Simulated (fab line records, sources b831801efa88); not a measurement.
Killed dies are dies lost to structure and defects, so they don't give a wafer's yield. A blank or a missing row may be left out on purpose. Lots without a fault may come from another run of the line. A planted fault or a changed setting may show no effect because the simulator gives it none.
Which tool did it? | flow gf180mcu | 24 lots, 72 wafers sampled, at 6 steps of a route of 602

WHAT THE GAUGES READ, wafer by wafer
GF_V4_RS_MEAS_24: measures by four-point-probe. Usual: V4_W_RS 0.328 ohm/sq, standard deviation 0.0032.
lot  | measured     | on            | V4_W_RS (ohm/sq)  | flag
L074 | day 24 19:07 | film_metro-04 | 0.327 0.330 0.331 |
L075 | day 25 05:43 | film_metro-04 | 0.327 0.325 0.331 |
L077 | day 25 07:00 | film_metro-02 | 0.326 0.327 0.326 |
L076 | day 25 10:45 | film_metro-04 | 0.328 0.326 0.329 |
L078 | day 25 22:26 | film_metro-01 | 0.331 0.326 0.330 |
L079 | day 26 04:10 | film_metro-02 | 0.324 0.325 0.321 |
L080 | day 26 17:11 | film_metro-04 | 0.325 0.325 0.325 |
L081 | day 26 19:49 | film_metro-02 | 0.329 0.331 0.329 |
L082 | day 27 10:42 | film_metro-04 | 0.325 0.326 0.328 |
L083 | day 27 17:26 | film_metro-02 | 0.325 0.331 0.327 |
L084 | day 27 22:37 | film_metro-04 | 0.326 0.324 0.325 |
L085 | day 28 07:38 | film_metro-04 | 0.333 0.334 0.330 |
L086 | day 28 13:56 | film_metro-04 | 0.324 0.326 0.325 |
L087 | day 29 00:37 | film_metro-01 | 0.331 0.333 0.330 |
L089 | day 29 12:29 | film_metro-01 | 0.325 0.321 0.325 |
L088 | day 29 14:29 | film_metro-04 | 0.332 0.330 0.333 |
L091 | day 30 01:44 | film_metro-04 | 0.330 0.331 0.336 |
L090 | day 30 03:37 | film_metro-01 | 0.325 0.330 0.326 |
L092 | day 30 12:25 | film_metro-01 | 0.332 0.328 0.332 |
L093 | day 30 18:24 | film_metro-04 | 0.336 0.329 0.331 |
L095 | day 30 21:10 | film_metro-01 | 0.325 0.325 0.325 |
L094 | day 30 23:05 | film_metro-04 | 0.324 0.325 0.326 |
L096 | day 31 08:02 | film_metro-01 | 0.326 0.334 0.330 |
L097 | day 31 14:31 | film_metro-04 | 0.333 0.327 0.329 |

GF_MIM_THK_MEAS_11: measures by xrf. Usual: MIM_ALCU_THK 200.6 nm, standard deviation 2.2.
lot  | measured     | on            | MIM_ALCU_THK (nm) | flag
L074 | day 24 20:10 | film_metro-03 | 200.3 203.3 198.3 |
L075 | day 25 06:43 | film_metro-04 | 201.0 198.6 201.4 |
L077 | day 25 08:01 | film_metro-03 | 199.1 199.2 198.7 |
L076 | day 25 11:45 | film_metro-02 | 202.6 201.0 202.1 |
L078 | day 25 23:27 | film_metro-02 | 202.9 201.2 203.9 |
L079 | day 26 05:16 | film_metro-02 | 201.9 200.9 196.4 |
L080 | day 26 18:10 | film_metro-03 | 200.9 198.1 200.7 |
L081 | day 26 20:50 | film_metro-04 | 202.8 205.3 202.1 |
L082 | day 27 12:00 | film_metro-03 | 201.9 203.4 201.2 |
L083 | day 27 18:25 | film_metro-02 | 197.9 196.7 199.5 |
L084 | day 27 23:38 | film_metro-02 | 196.7 200.9 196.3 |
L085 | day 28 08:39 | film_metro-04 | 200.8 199.2 200.9 |
L086 | day 28 14:56 | film_metro-04 | 201.8 200.7 200.6 |
L087 | day 29 01:37 | film_metro-04 | 200.3 200.4 201.9 |
L089 | day 29 13:30 | film_metro-03 | 202.6 201.5 202.9 |
L088 | day 29 15:30 | film_metro-03 | 201.2 200.2 200.4 |
L091 | day 30 02:45 | film_metro-04 | 201.5 199.8 201.3 |
L090 | day 30 04:37 | film_metro-04 | 199.3 197.0 199.6 |
L092 | day 30 13:25 | film_metro-02 | 201.0 199.8 201.0 |
L093 | day 30 19:25 | film_metro-04 | 200.6 196.4 196.3 |
L095 | day 30 22:11 | film_metro-04 | 204.9 206.1 207.1 |
L094 | day 31 00:06 | film_metro-03 | 198.2 198.0 197.8 |
L096 | day 31 09:03 | film_metro-03 | 204.5 202.6 202.5 |
L097 | day 31 15:45 | film_metro-04 | 203.1 198.9 203.0 |

WHICH TOOL RAN EACH LOT (tool, then ch and the chambers of the sampled wafers, then the start)
lot  | GF_V3_CMP_04                  | GF_M4_STRIP_17                       | GF_V4_CVD_23                  | GF_MIM_SPUTTER_07
L074 | cmp-01 ch 0,1,2, day 21 18:20 | plasma_asher-03 ch 0,1, day 23 18:26 | cvd_w-02 ch 0,1, day 24 19:00 | pvd_sputter-02, day 24 19:57
L075 | cmp-02 ch 0,3, day 22 05:55   | plasma_asher-03 ch 0,1, day 24 05:04 | cvd_w-01 ch 0, day 25 05:31   | pvd_sputter-02, day 25 06:29
L077 | cmp-01 ch 1,2,3, day 22 07:20 | plasma_asher-04 ch 0,1, day 24 06:47 | cvd_w-02 ch 0,1, day 25 06:52 | pvd_sputter-04, day 25 07:47
L076 | cmp-01 ch 0,1,2, day 22 10:54 | plasma_asher-03 ch 0,1, day 24 10:56 | cvd_w-02 ch 0,1, day 25 10:37 | pvd_sputter-04, day 25 11:31
L078 | cmp-02 ch 0,1,2, day 22 23:53 | plasma_asher-03 ch 0,1, day 24 23:04 | cvd_w-01 ch 0,1, day 25 22:20 | pvd_sputter-02, day 25 23:14
L079 | cmp-02 ch 1,2, day 23 05:10   | plasma_asher-04 ch 0,1, day 25 04:22 | cvd_w-01 ch 0,1, day 26 04:03 | pvd_sputter-02, day 26 05:01
L080 | cmp-01 ch 0,2,3, day 23 18:22 | plasma_asher-03 ch 0,1, day 25 17:19 | cvd_w-01 ch 0,1, day 26 17:02 | pvd_sputter-02, day 26 17:55
L081 | cmp-02 ch 0,1,2, day 23 22:49 | plasma_asher-03 ch 0,1, day 25 20:38 | cvd_w-02 ch 0,1, day 26 19:43 | pvd_sputter-04, day 26 20:37
L082 | cmp-01 ch 2,3, day 24 14:31   | plasma_asher-04 ch 0,1, day 26 11:32 | cvd_w-01 ch 0,1, day 27 10:34 | pvd_sputter-02, day 27 11:46
L083 | cmp-02 ch 0,1, day 24 22:01   | plasma_asher-02 ch 0,1, day 26 18:52 | cvd_w-01 ch 0,1, day 27 17:18 | pvd_sputter-03, day 27 18:10
L084 | cmp-01 ch 0,1,3, day 25 03:16 | plasma_asher-03 ch 0,1, day 27 00:17 | cvd_w-01 ch 0,1, day 27 22:31 | pvd_sputter-04, day 27 23:25
L085 | cmp-02 ch 0,1, day 25 12:23   | plasma_asher-03 ch 0,1, day 27 08:44 | cvd_w-01 ch 0,1, day 28 07:31 | pvd_sputter-03, day 28 08:26
L086 | cmp-01 ch 1,2,3, day 25 20:27 | plasma_asher-04 ch 0,1, day 27 15:26 | cvd_w-01 ch 0,1, day 28 13:49 | pvd_sputter-03, day 28 14:43
L087 | cmp-02 ch 0,3, day 26 07:13   | plasma_asher-04 ch 0,1, day 28 02:19 | cvd_w-02 ch 0,1, day 29 00:31 | pvd_sputter-03, day 29 01:23
L089 | cmp-02 ch 0,1,2, day 26 20:42 | plasma_asher-04 ch 1, day 28 15:05   | cvd_w-01 ch 0,1, day 29 12:22 | pvd_sputter-03, day 29 13:16
L088 | cmp-01 ch 0,1, day 26 21:59   | plasma_asher-02 ch 0,1, day 28 16:50 | cvd_w-02 ch 0,1, day 29 14:22 | pvd_sputter-04, day 29 15:16
L091 | cmp-01 ch 0,1,3, day 27 10:51 | plasma_asher-03 ch 0,1, day 29 04:32 | cvd_w-01 ch 0,1, day 30 01:37 | pvd_sputter-02, day 30 02:31
L090 | cmp-01 ch 0,1,2, day 27 12:49 | plasma_asher-02 ch 0,1, day 29 06:02 | cvd_w-01 ch 0,1, day 30 03:29 | pvd_sputter-04, day 30 04:24
L092 | cmp-01 ch 2,3, day 27 22:25   | plasma_asher-02 ch 0,1, day 29 15:22 | cvd_w-02 ch 0,1, day 30 12:18 | pvd_sputter-02, day 30 13:10
L093 | cmp-01 ch 1,2, day 28 06:13   | plasma_asher-03 ch 0,1, day 29 22:05 | cvd_w-01 ch 1, day 30 18:16   | pvd_sputter-03, day 30 19:11
L095 | cmp-01 ch 0,3, day 28 08:42   | plasma_asher-02 ch 0, day 30 01:11   | cvd_w-02 ch 0,1, day 30 21:04 | pvd_sputter-02, day 30 21:58
L094 | cmp-01 ch 0,1,2, day 28 09:44 | plasma_asher-04 ch 1, day 30 02:41   | cvd_w-02 ch 0,1, day 30 22:58 | pvd_sputter-04, day 30 23:53
L096 | cmp-01 ch 0,1,2, day 28 19:47 | plasma_asher-04 ch 0,1, day 30 11:38 | cvd_w-01 ch 0,1, day 31 07:55 | pvd_sputter-02, day 31 08:50
L097 | cmp-02 ch 0,3, day 29 04:02   | plasma_asher-02 ch 0,1, day 30 19:11 | cvd_w-01 ch 0,1, day 31 14:23 | pvd_sputter-02, day 31 15:31
- GF_V3_CMP_04: polishes SiO2.
- GF_M4_STRIP_17: strips in O2/N2.
- GF_V4_CVD_23: deposits W, target thk 350 nm, time 104.9 s.
- GF_MIM_SPUTTER_07: material TiN, target thk 60 nm, time 50 s.

WHAT THE TOOLS THEMSELVES READ (means of the sampled wafers that have a number; where no wafer has one, the mark that the record gives instead)
GF_V3_CMP_04. Usual: motor_current_A 12.3 A, standard deviation 0.54; retaining_ring_pressure_frac 1.000, standard deviation 0.0046; time_to_endpoint_s 78 s, standard deviation 6.3.
lot  | tool   | motor_current_A (A) | retaining_ring_pressure_frac | time_to_endpoint_s (s) | flag
L074 | cmp-01 | 12.3                | 0.999                        | 77                     |
L075 | cmp-02 | 12.9                | 0.996                        | 75                     |
L077 | cmp-01 | 12.3                | 1.000                        | 80                     |
L076 | cmp-01 | 12.2                | 0.998                        | 83                     |
L078 | cmp-02 | 12.5                | 0.995                        | 71                     |
L079 | cmp-02 | 12.0                | 0.997                        | 68                     |
L080 | cmp-01 | 12.6                | 1.000                        | 84                     |
L081 | cmp-02 | 12.7                | 0.999                        | 69                     |
L082 | cmp-01 | 12.5                | 0.997                        | 84                     |
L083 | cmp-02 | 12.5                | 1.000                        | 76                     |
L084 | cmp-01 | 11.9                | 0.994                        | 83                     |
L085 | cmp-02 | 12.6                | 1.002                        | 70                     |
L086 | cmp-01 | 11.7                | 1.005                        | 77                     |
L087 | cmp-02 | 12.7                | 0.998                        | 73                     |
L089 | cmp-02 | 12.6                | 1.003                        | 82                     |
L088 | cmp-01 | 12.1                | 1.004                        | 81                     |
L091 | cmp-01 | 11.9                | 1.006                        | 78                     |
L090 | cmp-01 | 12.2                | 1.006                        | 79                     |
L092 | cmp-01 | 12.7                | 1.003                        | 81                     |
L093 | cmp-01 | 12.2                | 0.994                        | 84                     |
L095 | cmp-01 | 12.7                | 1.004                        | 79                     |
L094 | cmp-01 | 12.2                | 1.003                        | 83                     |
L096 | cmp-01 | 11.9                | 0.998                        | 83                     |
L097 | cmp-02 | 11.9                | 1.001                        | 76                     |

GF_M4_STRIP_17. Usual: drypump_motor_current_A 5.77 A, standard deviation 0.23; heater_power_w 359 W, standard deviation 29; oes_product_au 0.538 a.u., standard deviation 0.0048; strip_time_to_endpoint_s 7.40 s, standard deviation 0.054.
lot  | tool            | drypump_motor_current_A (A) | heater_power_w (W) | oes_product_au (a.u.) | strip_time_to_endpoint_s (s) | flag
L074 | plasma_asher-03 | 5.60                        | 358                | 0.534                 | 7.38                         |
L075 | plasma_asher-03 | 5.59                        | 357                | 0.540                 | 7.34                         |
L077 | plasma_asher-04 | 5.74                        | 337                | 0.538                 | 7.37                         |
L076 | plasma_asher-03 | 5.59                        | 357                | 0.537                 | 7.42                         |
L078 | plasma_asher-03 | 5.59                        | 351                | 0.533                 | 7.40                         |
L079 | plasma_asher-04 | 5.91                        | 349                | 0.539                 | 7.40                         |
L080 | plasma_asher-03 | 5.60                        | 350                | 0.535                 | 7.37                         |
L081 | plasma_asher-03 | 5.60                        | 361                | 0.530                 | 7.31                         |
L082 | plasma_asher-04 | 5.72                        | 336                | 0.538                 | 7.34                         |
L083 | plasma_asher-02 | 5.99                        | 395                | 0.535                 | 7.35                         |
L084 | plasma_asher-03 | 5.58                        | 353                | 0.543                 | 7.47                         |
L085 | plasma_asher-03 | 5.60                        | 349                | 0.536                 | 7.41                         |
L086 | plasma_asher-04 | 5.76                        | 342                | 0.537                 | 7.35                         |
L087 | plasma_asher-04 | 5.74                        | 341                | 0.537                 | 7.38                         |
L089 | plasma_asher-04 | 5.55                        | 324                | 0.535                 | 7.40                         |
L088 | plasma_asher-02 | 6.01                        | 368                | 0.539                 | 7.47                         |
L091 | plasma_asher-03 | 5.58                        | 357                | 0.542                 | 7.48                         |
L090 | plasma_asher-02 | 6.00                        | 390                | 0.540                 | 7.43                         |
L092 | plasma_asher-02 | 5.99                        | 367                | 0.536                 | 7.42                         |
L093 | plasma_asher-03 | 5.59                        | 358                | 0.535                 | 7.32                         |
L095 | plasma_asher-02 | 5.97                        | 335                | 0.539                 | 7.40                         |
L094 | plasma_asher-04 | 5.56                        | 327                | 0.538                 | 7.45                         |
L096 | plasma_asher-04 | 5.95                        | 363                | 0.537                 | 7.40                         |
L097 | plasma_asher-02 | 5.99                        | 368                | 0.536                 | 7.37                         |

GF_V4_CVD_23. Usual: heater_power_w 822 W, standard deviation 70.
lot  | tool     | heater_power_w (W) | flag
L074 | cvd_w-02 | 771                |
L075 | cvd_w-01 | 805                |
L077 | cvd_w-02 | 850                |
L076 | cvd_w-02 | 771                |
L078 | cvd_w-01 | 828                |
L079 | cvd_w-01 | 820                |
L080 | cvd_w-01 | 841                |
L081 | cvd_w-02 | 857                |
L082 | cvd_w-01 | 812                |
L083 | cvd_w-01 | 808                |
L084 | cvd_w-01 | 828                |
L085 | cvd_w-01 | 836                |
L086 | cvd_w-01 | 832                |
L087 | cvd_w-02 | 850                |
L089 | cvd_w-01 | 835                |
L088 | cvd_w-02 | 848                |
L091 | cvd_w-01 | 836                |
L090 | cvd_w-01 | 816                |
L092 | cvd_w-02 | 780                |
L093 | cvd_w-01 | 846                |
L095 | cvd_w-02 | 862                |
L094 | cvd_w-02 | 866                |
L096 | cvd_w-01 | 837                |
L097 | cvd_w-01 | 817                |

GF_MIM_SPUTTER_07. Usual: throttle_valve_pct 29.5 %, standard deviation 0.98.
lot  | tool           | throttle_valve_pct (%) | flag
L074 | pvd_sputter-02 | 29.7                   |
L075 | pvd_sputter-02 | 30.7                   |
L077 | pvd_sputter-04 | 28.8                   |
L076 | pvd_sputter-04 | 29.0                   |
L078 | pvd_sputter-02 | 29.7                   |
L079 | pvd_sputter-02 | 30.7                   |
L080 | pvd_sputter-02 | 29.1                   |
L081 | pvd_sputter-04 | 28.9                   |
L082 | pvd_sputter-02 | 30.4                   |
L083 | pvd_sputter-03 | 29.1                   |
L084 | pvd_sputter-04 | 29.2                   |
L085 | pvd_sputter-03 | 29.6                   |
L086 | pvd_sputter-03 | 29.5                   |
L087 | pvd_sputter-03 | 29.8                   |
L089 | pvd_sputter-03 | 29.0                   |
L088 | pvd_sputter-04 | 29.4                   |
L091 | pvd_sputter-02 | 30.5                   |
L090 | pvd_sputter-04 | 28.8                   |
L092 | pvd_sputter-02 | 29.8                   |
L093 | pvd_sputter-03 | 29.1                   |
L095 | pvd_sputter-02 | 30.5                   |
L094 | pvd_sputter-04 | 28.4                   |
L096 | pvd_sputter-02 | 30.3                   |
L097 | pvd_sputter-02 | 29.6                   |

THE ANSWER, worked out from the rows above alone
Rule: a lot is off if the mean of its wafers that have a number lies more than 3 standard deviations from the usual mean. A lot without any number at a reading at which 4 lots or more have one is off too. The other lots that the step has rows for count as sound. The gauges are gone through in route order, then the tools' own readings, and for those a lot's mean is taken as printed above. The first step at which some lot is off is used, and at that step the reading that is off furthest; a lot without a number counts as furthest.
No lot is off at any reading shown: from this, nothing can be told.

WHAT THE SIMULATOR HAD PUT IN
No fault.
